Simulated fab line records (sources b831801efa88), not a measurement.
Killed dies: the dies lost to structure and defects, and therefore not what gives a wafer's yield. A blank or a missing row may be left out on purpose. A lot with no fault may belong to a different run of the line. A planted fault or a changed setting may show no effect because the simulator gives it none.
Chamber matching / flow sky130 / SKY_CONTACT_ETCH_16 on rie-diel-04 has 4 sister chambers
The step etches BARC in N2/H2, stops on SiO2, time 45.9 s, target depth 60 nm. 4 wafers are shown with their chamber, then 10 later ones without.

## WAFERS, EACH WITH ITS CHAMBER
wafer=L084.5; chamber=0; drypump-motor-current-A (A)=5.1
wafer=L084.6; chamber=1; drypump-motor-current-A (A)=6.1
wafer=L085.3; chamber=3; drypump-motor-current-A (A)=5.6
wafer=L085.5; chamber=2; drypump-motor-current-A (A)=5.2

## WAFERS MISSING THEIR CHAMBER
wafer=L085.6; drypump-motor-current-A (A)=5.6
wafer=L087.2; drypump-motor-current-A (A)=5.1
wafer=L087.3; drypump-motor-current-A (A)=5.2
wafer=L087.5; drypump-motor-current-A (A)=5.2
wafer=L091.3; drypump-motor-current-A (A)=6.1
wafer=L091.4; drypump-motor-current-A (A)=5.1
wafer=L091.5; drypump-motor-current-A (A)=6.1
wafer=L096.3; drypump-motor-current-A (A)=5.1
wafer=L096.5; drypump-motor-current-A (A)=5.3
wafer=L096.6; drypump-motor-current-A (A)=5.6

## WHICH CHAMBER EACH ONE RAN IN
wafer=L085.6; from the rows above=3; in truth=3
wafer=L087.2; from the rows above=0; in truth=0
wafer=L087.3; from the rows above=2; in truth=2
wafer=L087.5; from the rows above=2; in truth=2
wafer=L091.3; from the rows above=1; in truth=1
wafer=L091.4; from the rows above=0; in truth=0
wafer=L091.5; from the rows above=1; in truth=1
wafer=L096.3; from the rows above=0; in truth=0
wafer=L096.5; from the rows above=2; in truth=2
wafer=L096.6; from the rows above=3; in truth=3
Placed correctly: 10 of 10. Not placeable from these rows: 0. 0 placed wrongly.
How it was worked out, from the rows above alone: a wafer's distance from a chamber is the root of the sum, over the readings, of the square of ((its reading less the chamber's mean) divided by the reading's scatter). The wafer belongs to the nearest chamber; if the next one is less than 2 further off, it can't be placed. For every chamber, the mean is computed from those of its wafers that are shown. The scatter (one wafer shown for each chamber): square how far every hidden wafer sits from the nearest shown wafer, average those squares and take the square root.
